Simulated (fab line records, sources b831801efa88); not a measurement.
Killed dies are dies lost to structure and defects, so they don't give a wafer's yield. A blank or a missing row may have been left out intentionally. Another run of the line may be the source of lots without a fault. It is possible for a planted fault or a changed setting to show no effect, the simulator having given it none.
One fault through the eyes of 2 desks | flow sky130 | every desk sees just its own numbers, and what lay behind them comes last

## METROLOGY DESK
What the gauges read, lot by lot, whatever tool the lot ran on: means of the sampled wafers that have a number. Marked OUT: a lot whose mean sits more than 4 standard deviations from the usual mean, which makes it out of limits; the brackets give that distance.
Columns: A = LDD_N_OVL at SKY_LDD_N_OVL_MEAS_07, usual -0.1 nm
lot  | first seen here | A
L668 | day 18 07:35    | -1.0
L677 | day 21 19:16    | 1.4
L679 | day 22 16:50    | -0.3
L680 | day 23 00:23    | 0.1
L681 | day 23 09:20    | -2.1
L682 | day 23 19:07    | 0.5
L689 | day 25 23:12    | 1.0
This desk's finding: nothing out of limits on any of the 7 lots.

## TOOL OWNER'S DESK, implanter-01
For each lot that ran on this tool, the mean over its sampled wafers that have a number, from the tool's own readings at SKY_LDD_N_IMPLANT_12. Marked OUT: a lot whose mean sits more than 4 standard deviations from the usual mean, which makes it out of limits; the brackets give that distance.
Columns: A = beamEnergyKeV at SKY_LDD_N_IMPLANT_12, usual 50.003
lot  | first seen here | A
L668 | day 18 08:14    | 50.000
L677 | day 21 19:57    | 50.007
L679 | day 22 17:28    | 50.006
L680 | day 23 01:02    | 37.584 (-99 or more) OUT
L681 | day 23 09:59    | 37.591 (-99 or more) OUT
L682 | day 23 19:48    | 37.579 (-99 or more) OUT
This desk's finding: out of limits on L680, L681, L682; first on L680, day 23 01:02 (beamEnergyKeV at SKY_LDD_N_IMPLANT_12). Within limits: L668, L677, L679.

## PUT TOGETHER
The tool owner's desk could have raised an alarm at day 23 01:02, on L680, L681, L682.
Metrology desk: nothing out of limits seen.
The metrology desk has L680, L681, L682 on record, within its limits.
Every lot named ran SKY_LDD_N_IMPLANT_12 on implanter-01.

## WHAT THE SIMULATOR HAD INSERTED
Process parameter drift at SKY_LDD_N_IMPLANT_12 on implanter-01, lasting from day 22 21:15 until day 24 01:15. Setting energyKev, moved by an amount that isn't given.
Shown lots that were struck: L680, L681, L682.
Hours from the fault's start to each desk's first reading out of limits: the tool owner's desk, 4.
